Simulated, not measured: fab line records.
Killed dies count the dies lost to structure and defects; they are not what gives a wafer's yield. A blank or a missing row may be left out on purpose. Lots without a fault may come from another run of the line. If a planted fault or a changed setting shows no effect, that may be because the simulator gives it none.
fab line records || flow sky130
[record] {"lots": 6, "wafers": 18, "last-day": 50}
route steps=708 shown VIA3@577
lots that met no fault: from a run of the same line without faults
start-h: start of the lot's first displayed wafer, in hours after the record's first day || wait-h: hours elapsed since this lot's preceding step || " as in the row above || L1.1+2: a single row standing in for several wafers || - either no value or no given start || * or withheld: withheld || < > ~ a bound
route shown NAME@n: a module of which the file shows steps, and the number in the route of the first || usual: mean and standard deviation over wafers with no fault || same: alike in all rows || chamber/n: place in a boat || sites: per-site readings || _std_site: standard deviation across them || _edge_site: mean of outer sites minus mean of inner sites || radius-mm: how far each site lies from the wafer's centre || mask NAME#n: copy n || behind: the most recent tool/chamber to have shaped the wafer || hold: reason for holding the lot/hours on hold/outcome of the hold || device: the n, p or np transistor that did not switch || end of line: tests run on the same wafers once the route is complete || a step given without rows: its recipe and nothing more || killed: the dies lost at the first sort to structure and to defects; this is not the yield of the wafer || map: dies across one wafer; x = killed, . = not, _ = none there
set.NAME: the setting as run; set.NAME@STEP: as run at that earlier step || model.NAME: the simulator's own value behind a step, which no gauge read
lots seen at some steps along the route; tables by step, rows by wafer
services: from which hour (start-h, from the record's first day; less than 0 if before it) a tool's chamber was out of use, for how many hours, and why
[[steps]]
[step SKY_VIA3_DEHYDRATE_04]
[recipe] {"temp-c": 200, "time-s": 60}
[step SKY_VIA3_HMDS_05]
[recipe] {"prime-time-s": 60, "prime-temp-c": 120}
[step SKY_VIA3_COAT_06]
[recipe] {"resist": "BARC", "temp-c": "withheld", "time-s": "withheld", "spin-rpm": 3000, "resist-thk-nm": 60}
[step SKY_VIA3_COAT_07]
[recipe] {"resist": "KrF-thick", "spin-rpm": 3000, "resist-thk-nm": 450}
[step SKY_VIA3_SOFTBAKE_08]
[recipe] {"temp-c": 100, "time-s": 90, "resist": "KrF-thick"}
[step SKY_VIA3_EXPOSE_09]
[recipe] {"mask-id": "VIM3", "na": 0.8, "source-shape": "annular", "sigma-inner": 0.55, "sigma-outer": 0.85, "target-cd-nm": 200, "dose-mj": 38}
[step SKY_VIA3_PEB_10]
[recipe] {"peb-temp-c": "withheld", "peb-time-s": "withheld", "resist": "KrF-thick"}
[step SKY_VIA3_DEVELOP_11]
[recipe] {"develop-time-s": 60, "resist": "KrF-thick", "dev-temp-c": 21}
[step SKY_VIA3_CD_MEAS_12]
[recipe] {"target-cd-nm": 200}
[usual] {"cd-nm": "200.5/1.2"}
{"lot.wafer": "L852.2", "tool": "cd-sem-02", "chamber": "-", "start-h": 932.38, "wait-h": "-", "cd-nm": 200.6}
{"lot.wafer": "L852.4", "tool": "cd-sem-02", "chamber": "-", "start-h": 932.38, "wait-h": "-", "cd-nm": 200.5}
{"lot.wafer": "L852.6", "tool": "cd-sem-02", "chamber": "-", "start-h": 932.38, "wait-h": "-", "cd-nm": 200.6}
{"lot.wafer": "L856.1", "tool": "cd-sem-01", "chamber": "-", "start-h": 957.71, "wait-h": "-", "cd-nm": 201.4}
{"lot.wafer": "L856.2", "tool": "cd-sem-01", "chamber": "-", "start-h": 957.71, "wait-h": "-", "cd-nm": 199.8}
{"lot.wafer": "L856.3", "tool": "cd-sem-01", "chamber": "-", "start-h": 957.71, "wait-h": "-", "cd-nm": 201.6}
{"lot.wafer": "L865.2", "tool": "cd-sem-02", "chamber": "-", "start-h": 1024.37, "wait-h": "-", "cd-nm": 202.6}
{"lot.wafer": "L865.4", "tool": "cd-sem-02", "chamber": "-", "start-h": 1024.37, "wait-h": "-", "cd-nm": 201.1}
{"lot.wafer": "L865.6", "tool": "cd-sem-02", "chamber": "-", "start-h": 1024.37, "wait-h": "-", "cd-nm": 202.5}
{"lot.wafer": "L866.1", "tool": "cd-sem-01", "chamber": "-", "start-h": 1026.30, "wait-h": "-", "cd-nm": 199.2}
{"lot.wafer": "L866.3", "tool": "cd-sem-01", "chamber": "-", "start-h": 1026.30, "wait-h": "-", "cd-nm": 200.3}
{"lot.wafer": "L866.6", "tool": "cd-sem-01", "chamber": "-", "start-h": 1026.30, "wait-h": "-", "cd-nm": 199.8}
{"lot.wafer": "L868.2", "tool": "cd-sem-01", "chamber": "-", "start-h": 1042.78, "wait-h": "-", "cd-nm": 200.0}
{"lot.wafer": "L868.4", "tool": "cd-sem-01", "chamber": "-", "start-h": 1042.78, "wait-h": "-", "cd-nm": 199.8}
{"lot.wafer": "L868.5", "tool": "cd-sem-01", "chamber": "-", "start-h": 1042.78, "wait-h": "-", "cd-nm": 199.9}
{"lot.wafer": "L873.2", "tool": "cd-sem-02", "chamber": "-", "start-h": 1064.48, "wait-h": "-", "cd-nm": 200.0}
{"lot.wafer": "L873.4", "tool": "cd-sem-02", "chamber": "-", "start-h": 1064.48, "wait-h": "-", "cd-nm": 200.9}
{"lot.wafer": "L873.6", "tool": "cd-sem-02", "chamber": "-", "start-h": 1064.48, "wait-h": "-", "cd-nm": 199.9}
[step SKY_VIA3_OVL_MEAS_13]
[usual] {"VIA3_OVL": "-1/5.1"}
{"lot.wafer": "L852.2", "tool": "overlay-01", "chamber": "-", "start-h": 932.49, "wait-h": 0.1, "VIA3_OVL[nm]": -6}
{"lot.wafer": "L852.4", "tool": "overlay-01", "chamber": "-", "start-h": 932.49, "wait-h": 0.1, "VIA3_OVL[nm]": -3}
{"lot.wafer": "L852.6", "tool": "overlay-01", "chamber": "-", "start-h": 932.49, "wait-h": 0.1, "VIA3_OVL[nm]": 1}
{"lot.wafer": "L856.1", "tool": "overlay-02", "chamber": "-", "start-h": 957.83, "wait-h": 0.1, "VIA3_OVL[nm]": -3}
{"lot.wafer": "L856.2", "tool": "overlay-02", "chamber": "-", "start-h": 957.83, "wait-h": 0.1, "VIA3_OVL[nm]": -5}
{"lot.wafer": "L856.3", "tool": "overlay-02", "chamber": "-", "start-h": 957.83, "wait-h": 0.1, "VIA3_OVL[nm]": -7}
{"lot.wafer": "L865.2", "tool": "overlay-01", "chamber": "-", "start-h": 1024.48, "wait-h": 0.1, "VIA3_OVL[nm]": -6}
{"lot.wafer": "L865.4", "tool": "overlay-01", "chamber": "-", "start-h": 1024.48, "wait-h": 0.1, "VIA3_OVL[nm]": -6}
{"lot.wafer": "L865.6", "tool": "overlay-01", "chamber": "-", "start-h": 1024.48, "wait-h": 0.1, "VIA3_OVL[nm]": 2}
{"lot.wafer": "L866.1", "tool": "overlay-01", "chamber": "-", "start-h": 1026.42, "wait-h": 0.1, "VIA3_OVL[nm]": 9}
{"lot.wafer": "L866.3", "tool": "overlay-01", "chamber": "-", "start-h": 1026.42, "wait-h": 0.1, "VIA3_OVL[nm]": 7}
{"lot.wafer": "L866.6", "tool": "overlay-01", "chamber": "-", "start-h": 1026.42, "wait-h": 0.1, "VIA3_OVL[nm]": 1}
{"lot.wafer": "L868.2", "tool": "overlay-01", "chamber": "-", "start-h": 1042.88, "wait-h": 0.1, "VIA3_OVL[nm]": -5}
{"lot.wafer": "L868.4", "tool": "overlay-01", "chamber": "-", "start-h": 1042.88, "wait-h": 0.1, "VIA3_OVL[nm]": 3}
{"lot.wafer": "L868.5", "tool": "overlay-01", "chamber": "-", "start-h": 1042.88, "wait-h": 0.1, "VIA3_OVL[nm]": -6}
{"lot.wafer": "L873.2", "tool": "overlay-01", "chamber": "-", "start-h": 1064.59, "wait-h": 0.1, "VIA3_OVL[nm]": -6}
{"lot.wafer": "L873.4", "tool": "overlay-01", "chamber": "-", "start-h": 1064.59, "wait-h": 0.1, "VIA3_OVL[nm]": -4}
{"lot.wafer": "L873.6", "tool": "overlay-01", "chamber": "-", "start-h": 1064.59, "wait-h": 0.1, "VIA3_OVL[nm]": -8}
[step SKY_VIA3_ETCH_14]
[recipe] {"chemistry": "N2/H2", "target": "BARC", "ion-energy-ev": 200, "source-w": 500, "bias-w": 100, "pressure-mtorr": 30, "n2-flow-sccm": 100, "h2-flow-sccm": 200, "stop-on": "SiO2", "time-s": 45.9, "target-depth-a": 600}
[usual] {"drypump-motor-current-A": "5.8/0.47", "h2-flow-sccm": "200.0/0.63", "oes-product-au": "0.854/0.0049", "throttle-valve-pct": "13.223/0.0095"}
{"lot.wafer": "L852.2", "tool": "rie-diel-03", "chamber": 1, "start-h": 932.52, "wait-h": 0.0, "drypump-motor-current-A": 5.3, "h2-flow-sccm": 201.5, "oes-product-au": 0.859, "rf-hours-counter-h": 13, "throttle-valve-pct": 13.218}
{"lot.wafer": "L852.4", "tool": "rie-diel-03", "chamber": 3, "start-h": 932.52, "wait-h": 0.0, "drypump-motor-current-A": 5.4, "h2-flow-sccm": 199.9, "oes-product-au": 0.859, "rf-hours-counter-h": 24, "throttle-valve-pct": 13.209}
{"lot.wafer": "L852.6", "tool": "rie-diel-03", "chamber": 3, "start-h": 932.52, "wait-h": 0.0, "drypump-motor-current-A": 5.4, "h2-flow-sccm": 199.6, "oes-product-au": 0.858, "rf-hours-counter-h": "-", "throttle-valve-pct": 13.207}
{"lot.wafer": "L856.1", "tool": "rie-diel-02", "chamber": 3, "start-h": 957.87, "wait-h": 0.0, "drypump-motor-current-A": 5.2, "h2-flow-sccm": 199.9, "oes-product-au": 0.847, "rf-hours-counter-h": 10, "throttle-valve-pct": 13.217}
{"lot.wafer": "L856.2", "tool": "rie-diel-02", "chamber": 1, "start-h": 957.87, "wait-h": 0.0, "drypump-motor-current-A": 5.4, "h2-flow-sccm": 200.1, "oes-product-au": 0.841, "rf-hours-counter-h": 28, "throttle-valve-pct": 13.245}
{"lot.wafer": "L856.3", "tool": "rie-diel-02", "chamber": 2, "start-h": 957.87, "wait-h": 0.0, "drypump-motor-current-A": 6.1, "h2-flow-sccm": 199.6, "oes-product-au": 0.855, "rf-hours-counter-h": 24, "throttle-valve-pct": 13.213}
{"lot.wafer": "L865.2", "tool": "rie-diel-01", "chamber": 0, "start-h": 1024.51, "wait-h": 0.0, "drypump-motor-current-A": 5.7, "h2-flow-sccm": 200.8, "oes-product-au": 0.857, "rf-hours-counter-h": 8, "throttle-valve-pct": 13.223}
{"lot.wafer": "L865.4", "tool": "rie-diel-01", "chamber": 2, "start-h": 1024.51, "wait-h": 0.0, "drypump-motor-current-A": 5.3, "h2-flow-sccm": 200.4, "oes-product-au": 0.853, "rf-hours-counter-h": 19, "throttle-valve-pct": 13.233}
{"lot.wafer": "L865.6", "tool": "rie-diel-01", "chamber": 2, "start-h": 1024.51, "wait-h": 0.0, "drypump-motor-current-A": 5.2, "h2-flow-sccm": 200.0, "oes-product-au": 0.858, "rf-hours-counter-h": "-", "throttle-valve-pct": 13.222}
{"lot.wafer": "L866.1", "tool": "rie-diel-02", "chamber": 0, "start-h": 1026.46, "wait-h": 0.0, "drypump-motor-current-A": 6.2, "h2-flow-sccm": 200.7, "oes-product-au": 0.859, "rf-hours-counter-h": 15, "throttle-valve-pct": 13.212}
{"lot.wafer": "L866.3", "tool": "rie-diel-02", "chamber": 1, "start-h": 1026.46, "wait-h": 0.0, "drypump-motor-current-A": 5.4, "h2-flow-sccm": 199.5, "oes-product-au": 0.854, "rf-hours-counter-h": 1, "throttle-valve-pct": 13.232}
{"lot.wafer": "L866.6", "tool": "rie-diel-02", "chamber": 1, "start-h": 1026.46, "wait-h": 0.0, "drypump-motor-current-A": 5.4, "h2-flow-sccm": 200.0, "oes-product-au": 0.852, "rf-hours-counter-h": "-", "throttle-valve-pct": 13.216}
{"lot.wafer": "L868.2", "tool": "rie-diel-01", "chamber": 2, "start-h": 1042.91, "wait-h": 0.0, "drypump-motor-current-A": 5.2, "h2-flow-sccm": 200.1, "oes-product-au": 0.846, "rf-hours-counter-h": 20, "throttle-valve-pct": 13.226}
{"lot.wafer": "L868.4", "tool": "rie-diel-01", "chamber": 1, "start-h": 1042.91, "wait-h": 0.0, "drypump-motor-current-A": 6.4, "h2-flow-sccm": 200.7, "oes-product-au": 0.849, "rf-hours-counter-h": 19, "throttle-valve-pct": 13.203}
{"lot.wafer": "L868.5", "tool": "rie-diel-01", "chamber": 2, "start-h": 1042.91, "wait-h": 0.0, "drypump-motor-current-A": 5.2, "h2-flow-sccm": 199.1, "oes-product-au": 0.860, "rf-hours-counter-h": "-", "throttle-valve-pct": 13.237}
{"lot.wafer": "L873.2", "tool": "rie-diel-02", "chamber": 0, "start-h": 1064.62, "wait-h": 0.0, "drypump-motor-current-A": 6.2, "h2-flow-sccm": 200.8, "oes-product-au": 0.853, "rf-hours-counter-h": 16, "throttle-valve-pct": 13.223}
{"lot.wafer": "L873.4", "tool": "rie-diel-02", "chamber": 3, "start-h": 1064.62, "wait-h": 0.0, "drypump-motor-current-A": 5.2, "h2-flow-sccm": 199.7, "oes-product-au": 0.853, "rf-hours-counter-h": 14, "throttle-valve-pct": 13.235}
{"lot.wafer": "L873.6", "tool": "rie-diel-02", "chamber": 1, "start-h": 1064.62, "wait-h": 0.0, "drypump-motor-current-A": 5.4, "h2-flow-sccm": 199.5, "oes-product-au": 0.852, "rf-hours-counter-h": "-", "throttle-valve-pct": 13.211}
[step SKY_VIA3_ETCH_15]
[recipe] {"target": "SiO2", "chemistry": "C4F8/O2/Ar", "target-depth-nm": 507, "stop-on": "TiN", "mask-material": "KrF-thick", "source-w": 1500, "bias-w": 1200, "pressure-mtorr": 40, "c4f8-flow-sccm": "withheld", "O2_flow_sccm": 6, "Ar_flow_sccm": 300, "time-s": 78}
[usual] {"oes-product-au": "0.946/0.0046"}
{"lot.wafer": "L852.2", "tool": "rie-diel-03", "chamber": 1, "start-h": 932.56, "wait-h": 0.0, "oes-product-au": 0.946}
{"lot.wafer": "L852.4", "tool": "rie-diel-03", "chamber": 3, "start-h": 932.56, "wait-h": 0.0, "oes-product-au": 0.951}
{"lot.wafer": "L852.6", "tool": "rie-diel-03", "chamber": 3, "start-h": 932.56, "wait-h": 0.0, "oes-product-au": 0.951}
{"lot.wafer": "L856.1", "tool": "rie-diel-02", "chamber": 3, "start-h": 957.91, "wait-h": 0.0, "oes-product-au": 0.947}
{"lot.wafer": "L856.2", "tool": "rie-diel-02", "chamber": 1, "start-h": 957.91, "wait-h": 0.0, "oes-product-au": 0.952}
{"lot.wafer": "L856.3", "tool": "rie-diel-02", "chamber": 2, "start-h": 957.91, "wait-h": 0.0, "oes-product-au": 0.940}
{"lot.wafer": "L865.2", "tool": "rie-diel-01", "chamber": 0, "start-h": 1024.55, "wait-h": 0.0, "oes-product-au": 0.938}
{"lot.wafer": "L865.4", "tool": "rie-diel-01", "chamber": 2, "start-h": 1024.55, "wait-h": 0.0, "oes-product-au": 0.941}
{"lot.wafer": "L865.6", "tool": "rie-diel-01", "chamber": 2, "start-h": 1024.55, "wait-h": 0.0, "oes-product-au": 0.942}
{"lot.wafer": "L866.1", "tool": "rie-diel-02", "chamber": 0, "start-h": 1026.50, "wait-h": 0.0, "oes-product-au": 0.951}
{"lot.wafer": "L866.3", "tool": "rie-diel-02", "chamber": 1, "start-h": 1026.50, "wait-h": 0.0, "oes-product-au": 0.943}
{"lot.wafer": "L866.6", "tool": "rie-diel-02", "chamber": 1, "start-h": 1026.50, "wait-h": 0.0, "oes-product-au": 0.944}
{"lot.wafer": "L868.2", "tool": "rie-diel-01", "chamber": 2, "start-h": 1042.95, "wait-h": 0.0, "oes-product-au": 0.943}
{"lot.wafer": "L868.4", "tool": "rie-diel-01", "chamber": 1, "start-h": 1042.95, "wait-h": 0.0, "oes-product-au": 0.942}
{"lot.wafer": "L868.5", "tool": "rie-diel-01", "chamber": 2, "start-h": 1042.95, "wait-h": 0.0, "oes-product-au": 0.942}
{"lot.wafer": "L873.2", "tool": "rie-diel-02", "chamber": 0, "start-h": 1064.66, "wait-h": 0.0, "oes-product-au": 0.948}
{"lot.wafer": "L873.4", "tool": "rie-diel-02", "chamber": 3, "start-h": 1064.66, "wait-h": 0.0, "oes-product-au": 0.947}
{"lot.wafer": "L873.6", "tool": "rie-diel-02", "chamber": 1, "start-h": 1064.66, "wait-h": 0.0, "oes-product-au": 0.945}
[step SKY_VIA3_STRIP_16]
[recipe] {"chemistry": "O2/N2", "power-w": 1400, "pressure-mtorr": 1500, "platen-temp-c": "withheld", "o2-flow-sccm": 3000, "n2-flow-sccm": 300, "overash-fraction": 0.5}
[usual] {"chamber-pressure-mTorr": "1500.1/1.4", "drypump-motor-current-A": "6.0/0.44", "oes-product-au": "0.403/0.0046", "strip-time-to-endpoint-s": "4.140/0.027"}
{"lot.wafer": "L852.2", "tool": "plasma-asher-01", "chamber": 1, "start-h": 932.62, "wait-h": 0.0, "chamber-pressure-mTorr": 1502.6, "drypump-motor-current-A": 6.7, "oes-product-au": 0.403, "rf-hours-counter-h": 18, "strip-time-to-endpoint-s": 4.118, "model.KrF-thick_of_VIA3_COAT_07.thk-nm": 0}
{"lot.wafer": "L852.4", "tool": "plasma-asher-01", "chamber": 1, "start-h": 932.62, "wait-h": 0.0, "chamber-pressure-mTorr": 1497.6, "drypump-motor-current-A": 6.7, "oes-product-au": 0.404, "rf-hours-counter-h": "-", "strip-time-to-endpoint-s": 4.139, "model.KrF-thick_of_VIA3_COAT_07.thk-nm": 0}
{"lot.wafer": "L852.6", "tool": "plasma-asher-01", "chamber": 1, "start-h": 932.62, "wait-h": 0.0, "chamber-pressure-mTorr": 1499.4, "drypump-motor-current-A": 6.7, "oes-product-au": 0.405, "rf-hours-counter-h": "-", "strip-time-to-endpoint-s": 4.151, "model.KrF-thick_of_VIA3_COAT_07.thk-nm": 0}
{"lot.wafer": "L856.1", "tool": "plasma-asher-01", "chamber": 0, "start-h": 957.97, "wait-h": 0.0, "chamber-pressure-mTorr": 1497.3, "drypump-motor-current-A": 6.1, "oes-product-au": 0.405, "rf-hours-counter-h": 21, "strip-time-to-endpoint-s": 4.149, "model.KrF-thick_of_VIA3_COAT_07.thk-nm": 0}
{"lot.wafer": "L856.2", "tool": "plasma-asher-01", "chamber": 1, "start-h": 957.97, "wait-h": 0.0, "chamber-pressure-mTorr": 1498.7, "drypump-motor-current-A": 6.7, "oes-product-au": 0.410, "rf-hours-counter-h": 21, "strip-time-to-endpoint-s": 4.166, "model.KrF-thick_of_VIA3_COAT_07.thk-nm": 0}
{"lot.wafer": "L856.3", "tool": "plasma-asher-01", "chamber": 1, "start-h": 957.97, "wait-h": 0.0, "chamber-pressure-mTorr": 1501.1, "drypump-motor-current-A": 6.7, "oes-product-au": 0.402, "rf-hours-counter-h": "-", "strip-time-to-endpoint-s": 4.144, "model.KrF-thick_of_VIA3_COAT_07.thk-nm": 0}
{"lot.wafer": "L865.2", "tool": "plasma-asher-01", "chamber": 1, "start-h": 1024.61, "wait-h": 0.0, "chamber-pressure-mTorr": "-", "drypump-motor-current-A": "-", "oes-product-au": "-", "rf-hours-counter-h": "-", "strip-time-to-endpoint-s": "-", "model.KrF-thick_of_VIA3_COAT_07.thk-nm": 296}
{"lot.wafer": "L865.4", "tool": "plasma-asher-01", "chamber": 1, "start-h": 1024.61, "wait-h": 0.0, "chamber-pressure-mTorr": "-", "drypump-motor-current-A": "-", "oes-product-au": "-", "rf-hours-counter-h": "-", "strip-time-to-endpoint-s": "-", "model.KrF-thick_of_VIA3_COAT_07.thk-nm": 298}
{"lot.wafer": "L865.6", "tool": "plasma-asher-01", "chamber": 1, "start-h": 1024.61, "wait-h": 0.0, "chamber-pressure-mTorr": "-", "drypump-motor-current-A": "-", "oes-product-au": "-", "rf-hours-counter-h": "-", "strip-time-to-endpoint-s": "-", "model.KrF-thick_of_VIA3_COAT_07.thk-nm": 297.8}
{"lot.wafer": "L866.1", "tool": "plasma-asher-03", "chamber": 1, "start-h": 1026.56, "wait-h": 0.0, "chamber-pressure-mTorr": "-", "drypump-motor-current-A": "-", "oes-product-au": "-", "rf-hours-counter-h": "-", "strip-time-to-endpoint-s": "-", "model.KrF-thick_of_VIA3_COAT_07.thk-nm": 287.9}
{"lot.wafer": "L866.3", "tool": "plasma-asher-03", "chamber": 1, "start-h": 1026.56, "wait-h": 0.0, "chamber-pressure-mTorr": "-", "drypump-motor-current-A": "-", "oes-product-au": "-", "rf-hours-counter-h": "-", "strip-time-to-endpoint-s": "-", "model.KrF-thick_of_VIA3_COAT_07.thk-nm": 292.1}
{"lot.wafer": "L866.6", "tool": "plasma-asher-03", "chamber": 0, "start-h": 1026.56, "wait-h": 0.0, "chamber-pressure-mTorr": "-", "drypump-motor-current-A": "-", "oes-product-au": "-", "rf-hours-counter-h": "-", "strip-time-to-endpoint-s": "-", "model.KrF-thick_of_VIA3_COAT_07.thk-nm": 290.9}
{"lot.wafer": "L868.2", "tool": "plasma-asher-01", "chamber": 0, "start-h": 1043.01, "wait-h": 0.0, "chamber-pressure-mTorr": 1500.2, "drypump-motor-current-A": 6.1, "oes-product-au": 0.403, "rf-hours-counter-h": 29, "strip-time-to-endpoint-s": 4.171, "model.KrF-thick_of_VIA3_COAT_07.thk-nm": 0}
{"lot.wafer": "L868.4", "tool": "plasma-asher-01", "chamber": 1, "start-h": 1043.01, "wait-h": 0.0, "chamber-pressure-mTorr": 1497.5, "drypump-motor-current-A": 6.7, "oes-product-au": 0.406, "rf-hours-counter-h": "-", "strip-time-to-endpoint-s": 4.133, "model.KrF-thick_of_VIA3_COAT_07.thk-nm": 0}
{"lot.wafer": "L868.5", "tool": "plasma-asher-01", "chamber": 1, "start-h": 1043.01, "wait-h": 0.0, "chamber-pressure-mTorr": 1501.5, "drypump-motor-current-A": 6.7, "oes-product-au": 0.406, "rf-hours-counter-h": "-", "strip-time-to-endpoint-s": 4.181, "model.KrF-thick_of_VIA3_COAT_07.thk-nm": 0}
{"lot.wafer": "L873.2", "tool": "plasma-asher-04", "chamber": 1, "start-h": 1064.72, "wait-h": 0.0, "chamber-pressure-mTorr": 1500.0, "drypump-motor-current-A": 5.3, "oes-product-au": 0.392, "rf-hours-counter-h": 0, "strip-time-to-endpoint-s": 4.125, "model.KrF-thick_of_VIA3_COAT_07.thk-nm": 0}
{"lot.wafer": "L873.4", "tool": "plasma-asher-04", "chamber": 1, "start-h": 1064.72, "wait-h": 0.0, "chamber-pressure-mTorr": 1500.6, "drypump-motor-current-A": 5.4, "oes-product-au": 0.402, "rf-hours-counter-h": "-", "strip-time-to-endpoint-s": 4.146, "model.KrF-thick_of_VIA3_COAT_07.thk-nm": 0}
{"lot.wafer": "L873.6", "tool": "plasma-asher-04", "chamber": 1, "start-h": 1064.72, "wait-h": 0.0, "chamber-pressure-mTorr": 1499.1, "drypump-motor-current-A": 5.3, "oes-product-au": 0.405, "rf-hours-counter-h": "-", "strip-time-to-endpoint-s": 4.146, "model.KrF-thick_of_VIA3_COAT_07.thk-nm": 0}
[step SKY_VIA3_STRIP_17]
[recipe] {"chemistry": "post-etch-residue-remover", "time-s": 1200, "temp-c": 72.5}
[[services]]
{"tool": "rie-diel-02", "chamber": 0, "start-h": 913.73, "hours": 2.1, "kind": "repair"}
{"tool": "plasma-asher-03", "chamber": "-", "start-h": 921.52, "hours": 1.1, "kind": "repair"}
{"tool": "rie-diel-01", "chamber": 3, "start-h": 942.61, "hours": 4.4, "kind": "repair"}
{"tool": "rie-diel-02", "chamber": 1, "start-h": 969.44, "hours": "-", "kind": "clean"}
{"tool": "rie-diel-02", "chamber": 1, "start-h": 969.44, "hours": "-", "kind": "consumable-replace:showerhead"}
{"tool": "rie-diel-02", "chamber": 1, "start-h": 969.44, "hours": 16.8, "kind": "scheduled-down"}
{"tool": "rie-diel-02", "chamber": 1, "start-h": 969.44, "hours": 16.8, "kind": "vent-cycle"}
{"tool": "rie-diel-01", "chamber": 1, "start-h": 980.43, "hours": 18.8, "kind": "repair"}
{"tool": "rie-diel-02", "chamber": "-", "start-h": 994.60, "hours": 15.6, "kind": "pm"}
{"tool": "rie-diel-02", "chamber": 2, "start-h": 1014.01, "hours": 16.6, "kind": "repair"}
{"tool": "rie-diel-03", "chamber": "-", "start-h": 1024.52, "hours": 15.6, "kind": "pm"}
{"tool": "rie-diel-01", "chamber": 0, "start-h": 1030.83, "hours": 5.2, "kind": "repair"}
{"tool": "rie-diel-03", "chamber": 0, "start-h": 1040.67, "hours": 4.8, "kind": "repair"}
{"tool": "rie-diel-03", "chamber": 1, "start-h": 1042.71, "hours": 4.4, "kind": "repair"}
{"tool": "rie-diel-03", "chamber": "-", "start-h": 1047.35, "hours": 0.5, "kind": "repair"}
{"tool": "rie-diel-02", "chamber": 2, "start-h": 1054.09, "hours": 2.6, "kind": "repair"}
{"tool": "plasma-asher-04", "chamber": "-", "start-h": 1055.31, "hours": 9.0, "kind": "pm"}
{"tool": "plasma-asher-04", "chamber": 0, "start-h": 1055.31, "hours": 9.0, "kind": "vent-cycle"}
{"tool": "plasma-asher-04", "chamber": 1, "start-h": 1055.31, "hours": 9.0, "kind": "vent-cycle"}
{"tool": "rie-diel-01", "chamber": "-", "start-h": 1059.89, "hours": 1.9, "kind": "repair"}
{"tool": "plasma-asher-04", "chamber": 0, "start-h": 1064.31, "hours": "-", "kind": "clean"}
{"tool": "plasma-asher-04", "chamber": 1, "start-h": 1064.31, "hours": "-", "kind": "clean"}
[[key]]
[first-sign] {"step": "SKY_VIA3_STRIP_16", "reading": "tool-record", "direction": "missing"}
effect none on later readings
[model-effect] {"step": "SKY_VIA3_STRIP_16", "value": "KrF-thick_of_VIA3_COAT_07.thk-nm", "without": 0, "struck": 293.8}
met-at SKY_VIA3_STRIP_16
struck-wafers L865.2,L865.4,L865.6,L866.1,L866.3,L866.6
later-rows-left-out L865.2,L865.4,L865.6,L866.1,L866.3,L866.6
sort-left-out L865.2,L865.4,L865.6,L866.1,L866.3,L866.6
onset-between 957.97 1024.61
[fault] {"kind": "skipped-step-whole", "tool": "plasma-asher-01,plasma-asher-03", "chamber": "-", "onset-h": 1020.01, "steps": "SKY_VIA3_STRIP_16", "scope": "struck-lots-only"}
// sort-left-out: the simulated sort isn't trusted on such a fault, so these wafers' sort isn't shown, and their yield isn't known
// later-rows-left-out: the simulator's readings of these wafers behind a module that went badly wrong aren't trusted and aren't shown, but for the sort
